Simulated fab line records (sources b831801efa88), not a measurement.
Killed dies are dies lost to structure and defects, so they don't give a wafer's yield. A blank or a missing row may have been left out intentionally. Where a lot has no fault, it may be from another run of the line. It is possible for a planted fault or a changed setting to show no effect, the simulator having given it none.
Chamber matching + flow sfq_line + SFQ_TRILAYER_I2_VIA_BARC_OPEN_VIA_ETCH_096 on rie_diel-03: 3 sister chambers
The step etches BARC in O2, target depth 125 nm, time 41.7 s. 14 wafers are shown with their chamber, then 6 later ones without.

## WAFERS, EACH WITH ITS CHAMBER
| wafer  | chamber | rf_fwd_power_W (W) | chamber_pressure_mTorr (mTorr) | oes_product_au (a.u.) |
|--------|---------|--------------------|--------------------------------|-----------------------|
| L692.3 | 2       | 493.6              | 30.005                         | 0.688                 |
| L692.4 | 3       | 493.2              | 29.982                         | 0.683                 |
| L692.6 | 0       | 493.0              | 29.981                         | 0.684                 |
| L693.2 | 3       | 495.4              | 30.016                         | 0.685                 |
| L693.3 | 0       | 492.2              | 30.013                         | 0.678                 |
| L693.5 | 0       | 491.5              | 30.026                         | 0.687                 |
| L694.1 | 3       | 489.8              | 29.983                         | 0.692                 |
| L694.3 | 0       | 491.3              | 29.973                         | 0.686                 |
| L694.4 | 2       | 494.7              | 29.995                         | 0.685                 |
| L695.2 | 2       | 495.2              | 29.996                         | 0.688                 |
| L695.5 | 3       | 491.1              | 30.016                         | 0.683                 |
| L695.6 | 2       | 494.1              | 30.034                         | 0.683                 |
| L697.1 | 3       | 493.3              | 29.959                         | 0.682                 |
| L697.3 | 2       | 495.8              | 29.987                         | 0.679                 |

SIGNATURES (averages over the wafers above)
| reading                | chamber 0 | chamber 2 | chamber 3 | scatter within a chamber |
|------------------------|-----------|-----------|-----------|--------------------------|
| rf_fwd_power_W         | 492.000   | 494.680   | 492.560   | 1.46                     |
| chamber_pressure_mTorr | 29.99825  | 30.00340  | 29.99120  | 0.0227                   |
| oes_product_au         | 0.68375   | 0.68460   | 0.68500   | 0.00395                  |
Rule: distance of a wafer from a chamber = root of the sum over the readings of ((wafer's reading minus chamber's mean) / reading's scatter) squared. If the next closest chamber is less than 2 further off than the closest, the wafer can't be placed; otherwise it belongs to the closest. The scatter is the square root of a quotient: the sum, over the shown wafers, of each reading's squared deviation from its chamber's mean, divided by wafers minus chambers.

## WAFERS WITHOUT THEIR CHAMBER
| wafer  | rf_fwd_power_W (W) | chamber_pressure_mTorr (mTorr) | oes_product_au (a.u.) |
|--------|--------------------|--------------------------------|-----------------------|
| L697.4 | 492.7              | 29.996                         | 0.685                 |
| L699.4 | 495.7              | 29.986                         | 0.680                 |
| L699.5 | 491.5              | 29.969                         | 0.681                 |
| L699.6 | 494.3              | 29.985                         | 0.682                 |
| L702.1 | 494.2              | 29.975                         | 0.690                 |
| L702.4 | 490.7              | 30.001                         | 0.691                 |

## WHICH CHAMBER EACH ONE RAN IN
| wafer  | from the rows above          | in truth |
|--------|------------------------------|----------|
| L697.4 | can't be placed: 3 or 0 or 2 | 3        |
| L699.4 | can't be placed: 2 or 3 or 0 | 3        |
| L699.5 | can't be placed: 0 or 3 or 2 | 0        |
| L699.6 | can't be placed: 2 or 3 or 0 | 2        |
| L702.1 | can't be placed: 3 or 2 or 0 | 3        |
| L702.4 | can't be placed: 3 or 0 or 2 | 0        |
Correctly placed: 0 of 6. Cannot be placed on the basis of these rows: 6; the candidates contain the true chamber in 6. 0 placed wrongly.
